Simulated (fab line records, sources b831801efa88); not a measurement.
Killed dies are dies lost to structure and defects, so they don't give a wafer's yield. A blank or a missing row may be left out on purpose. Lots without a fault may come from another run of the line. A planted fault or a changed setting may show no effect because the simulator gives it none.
Tool commonality check | flow sky130 | 11 lots, 33 wafers sampled

WHY IT WAS OPENED
At SKY_FIELD_ISO_THK_MEAS_04 the reading FIELD_ISO_CVD_03_THK is flagged on 2 of 11 lots. Wafers without a fault read 166.0 nm, standard deviation 1.7.
Rule: a lot is flagged when every wafer of it that has a number lies more than 4 standard deviations from that mean, or none has a number. The other lots count as sound.

lot  | measured    | on            | FIELD_ISO_CVD_03_THK (nm), wafer by wafer | flag
L505 | day 1 14:17 | film_metro-02 | 166.3 167.1 167.0                         |
L506 | day 1 20:26 | film_metro-03 | 165.5 164.9 165.0                         |
L507 | day 2 01:49 | film_metro-03 | 165.3 165.2 165.6                         |
L508 | day 2 05:11 | film_metro-03 | 164.1 164.4 164.5                         |
L509 | day 2 11:21 | film_metro-03 | 165.4 164.3 164.2                         |
L510 | day 2 14:46 | film_metro-04 | 167.9 168.2 167.0                         |
L511 | day 2 21:31 | film_metro-03 | 165.7 164.3 166.8                         |
L512 | day 3 02:37 | film_metro-03 | 166.2 164.0 166.3                         |
L521 | day 4 21:29 | film_metro-03 | 156.2 154.9 155.4                         | FLAGGED
L523 | day 5 07:50 | film_metro-04 | 156.5 157.6 157.6                         | FLAGGED
L526 | day 5 23:38 | film_metro-02 | 166.6 166.9 168.7                         |
The numbers of the flagged lots are 156.4 nm on average: -9.6 nm against the usual, or -6 standard deviations.

WHICH TOOL RAN EACH LOT
The record holds 1 process step before the reading, out of a route of 708 steps. In each cell: the tool, then ch and the chambers that the sampled wafers went through, then the start.
lot  | flag    | SKY_FIELD_ISO_CVD_03
L505 |         | lpcvd-02 ch 0, day 1 12:28
L506 |         | lpcvd-02 ch 0, day 1 18:37
L507 |         | lpcvd-02 ch 1, day 2 00:01
L508 |         | lpcvd-02 ch 0, day 2 03:23
L509 |         | lpcvd-02 ch 1, day 2 09:33
L510 |         | lpcvd-02 ch 0, day 2 12:58
L511 |         | lpcvd-02 ch 0, day 2 19:43
L512 |         | lpcvd-02 ch 0, day 3 00:49
L521 | FLAGGED | lpcvd-02 ch 1, day 4 19:41
L523 | FLAGGED | lpcvd-02 ch 1, day 5 06:02
L526 |         | lpcvd-02 ch 0, day 5 21:50
What these steps do:
- SKY_FIELD_ISO_CVD_03: deposits Si3N4 from DCS/NH3, target thk 165 nm, time 2830 s.
- SKY_FIELD_ISO_THK_MEAS_04

FLAGGED OVER TOTAL, TOOL BY TOOL (the gauges that took the reading come last)
step                      | tool          | lots run | flagged | share of the flagged lots | sound lots run after its first flagged lot
SKY_FIELD_ISO_CVD_03      | lpcvd-02      | 11       | 2       | all                       | 1 (L526)
SKY_FIELD_ISO_THK_MEAS_04 | film_metro-02 | 2        | 0       | none                      | -
SKY_FIELD_ISO_THK_MEAS_04 | film_metro-03 | 7        | 1       | some                      | 0
SKY_FIELD_ISO_THK_MEAS_04 | film_metro-04 | 2        | 1       | some                      | 0

WHAT THE TABLE ALLOWS
1 row of the table ran every flagged lot: lpcvd-02 at SKY_FIELD_ISO_CVD_03.
- lpcvd-02 at SKY_FIELD_ISO_CVD_03: 2 of its 11 lots flagged. Sound lots ran on it after the first flagged one (L526), which a lasting fault on the whole tool wouldn't allow. Its own readings lie more than 4 standard deviations out on every wafer of the flagged lots: pressure_mtorr.
No row of the table ran every flagged lot and no sound lot after the first.

WHAT THE SIMULATOR HAD PUT IN
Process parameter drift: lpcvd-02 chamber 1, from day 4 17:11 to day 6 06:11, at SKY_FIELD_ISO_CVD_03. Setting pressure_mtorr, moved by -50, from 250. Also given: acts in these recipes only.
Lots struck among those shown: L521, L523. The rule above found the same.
